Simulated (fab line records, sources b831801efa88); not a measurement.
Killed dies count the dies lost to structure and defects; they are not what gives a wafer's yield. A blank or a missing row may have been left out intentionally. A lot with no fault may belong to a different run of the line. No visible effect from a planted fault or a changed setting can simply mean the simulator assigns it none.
A struck lot beside a sound one | flow sky130 | 16 steps out of a route of 708
Sound: the wafers L737.1, L737.3, L737.6. Wafers L754.1, L754.5, L754.6 were the ones struck. At the end, the cause is stated.
For every step that has rows: the tool of each side, followed by ch and its chambers, followed by its first start. Under that, the readings that differ: sound wafers | struck wafers | difference of the means | sigmas: that difference in standard deviations of wafers without a fault.
alike: a reading whose means differ by less than 2 such deviations, as well as words and numbers matching on both sides. not compared: withheld readings; readings where some wafer has no value; bounds like >300 that might hide an equal value; numbers whose values overlap and for which the record gives no deviation.
A row with sigmas, a row that says differs or no value, or rows on one side alone: a step with any of these is where the two part. Non-overlapping numbers with no deviation appear without sigmas and do not part them. Lack of a reading on every wafer of one side parts them only where that side has two or more wafers.

first, 3 steps without rows for these wafers: SKY_FIELD_ISO_EXPOSE_10 (exposes mask FOM, target cd 150 nm); SKY_FIELD_ISO_PEB_11; SKY_FIELD_ISO_DEVELOP_12 (develop time 60 s).
SKY_FIELD_ISO_CD_MEAS_13 targets a cd of 150 nm.
  struck on cdSem-01, day 6 01:24; sound on cdSem-01, day 2 08:55
  alike: cdNm
SKY_FIELD_ISO_ETCH_14: etches BARC in N2/H2, stops on SiO2, time 45.9 s, target depth 60 nm.
  sound on rieDiel-03 ch 0,2, day 2 09:02; struck on rieDiel-04 ch 0,3, day 6 01:31
  alike: drypumpMotorCurrentA, oesProductAu, throttleValvePct
  not compared: rfHoursCounterH
SKY_FIELD_ISO_ETCH_15: etches the open film in CHF3/O2, stops on Si, target depth 180 nm, time 72 s.
  sound on rieDiel-03 ch 0,2, day 2 09:05; struck on rieDiel-04 ch 0,3, day 6 01:34
  alike: drypumpMotorCurrentA, oesProductAu, throttleValvePct
  not compared: rfHoursCounterH
SKY_FIELD_ISO_STRIP_16: strips in O2/N2.
  sound on plasmaAsher-03 ch 1, day 2 09:08; struck on plasmaAsher-02 ch 0,1, day 6 01:37
  alike: drypumpMotorCurrentA, oesProductAu, stripTimeToEndpointS
  not compared: rfHoursCounterH
SKY_FIELD_ISO_ETCH_17: etches Si in HBr/Cl2/O2, target depth 342 nm, time 97.7 s.
  sound on rieSi-01 ch 0,2, day 2 09:14; struck on rieSi-02 ch 0,2,3, day 6 01:43
  alike: drypumpMotorCurrentA, oesProductAu, throttleValvePct
  not compared: rfHoursCounterH
then, 4 steps without rows for these wafers: SKY_FIELD_ISO_WET_ETCH_18 (etches Si3N4 in H3PO4, target depth 25 nm, time 286 s); SKY_FIELD_ISO_CLEAN_19 (cleans in SC1/SC2, time 150 s); SKY_FIELD_ISO_CLEAN_20 (cleans in dHF, time 20 s); SKY_FIELD_ISO_WET_ETCH_21 (etches SiO2 in dHF, target depth 20 nm, time 400 s).
SKY_FIELD_ISO_OXIDATION_22: stabilise 600 s, purge 300 s, target thk 10 nm.
  sound on furnace-01 ch 0, day 2 09:35; struck on furnace-01 ch 0, day 6 02:05
reading                                         | sound             | struck            | difference | sigmas
model.SiO2_of_FIELD_ISO_OXIDATION_22.thkNm (nm) | 9.775 9.687 9.753 | 4.112 4.035 4.123 | -5.648     | 
  alike: zonePowerTopPct
SKY_FIELD_ISO_THK_MEAS_23:
  struck on filmMetro-03, day 6 03:16; sound on filmMetro-03, day 2 10:46
reading                         | sound          | struck         | difference | sigmas
FIELD_ISO_OXIDATION_01_THK (nm) | 9.75 9.66 9.81 | 4.09 4.05 4.11 | -5.66      | -28
then, 1 step without rows for these wafers: SKY_FIELD_ISO_CVD_24 (deposits SiO2, target thk 595 nm, time 99.2 s).
-- here the record skips 44 days between the struck wafers' starts before and after, leaving off in module FIELD_ISO and picking up in module PAD_OPEN (first step shown: number 708 of the route) --
SKY_PAD_OPEN_PROBE_99:
  struck on prober-02, day 49 22:59; sound on prober-02, day 45 08:59
reading                                     | sound                | struck               | difference | sigmas
model.etest.diodeNdiffFingers.leakLog10ACm2 | -6.559 -6.69 -6.765  | -6.223 -6.191 -6.372 | +0.409     | 
model.etest.diodePdiffFingers.leakLog10ACm2 | -6.699 -6.352 -6.608 | -5.86 -5.903 -6.163  | +0.58      | 
  alike: killed_at_M0_to_M3, killed_at_M4_up, killedAtContacts, killedAtFrontEnd, killedAtOther, killedDies, killedOpen, killedShort
  not compared: model.etest.sramNfetPass.offLog10AUm, model.etest.nfet_01v8.offLog10AUm

## WHERE THEY PART
Only at SKY_FIELD_ISO_THK_MEAS_23, as far as this record shows. Later steps at which nothing parts them and some readings are alike: SKY_PAD_OPEN_PROBE_99.

WHY: the cause the simulator had injected
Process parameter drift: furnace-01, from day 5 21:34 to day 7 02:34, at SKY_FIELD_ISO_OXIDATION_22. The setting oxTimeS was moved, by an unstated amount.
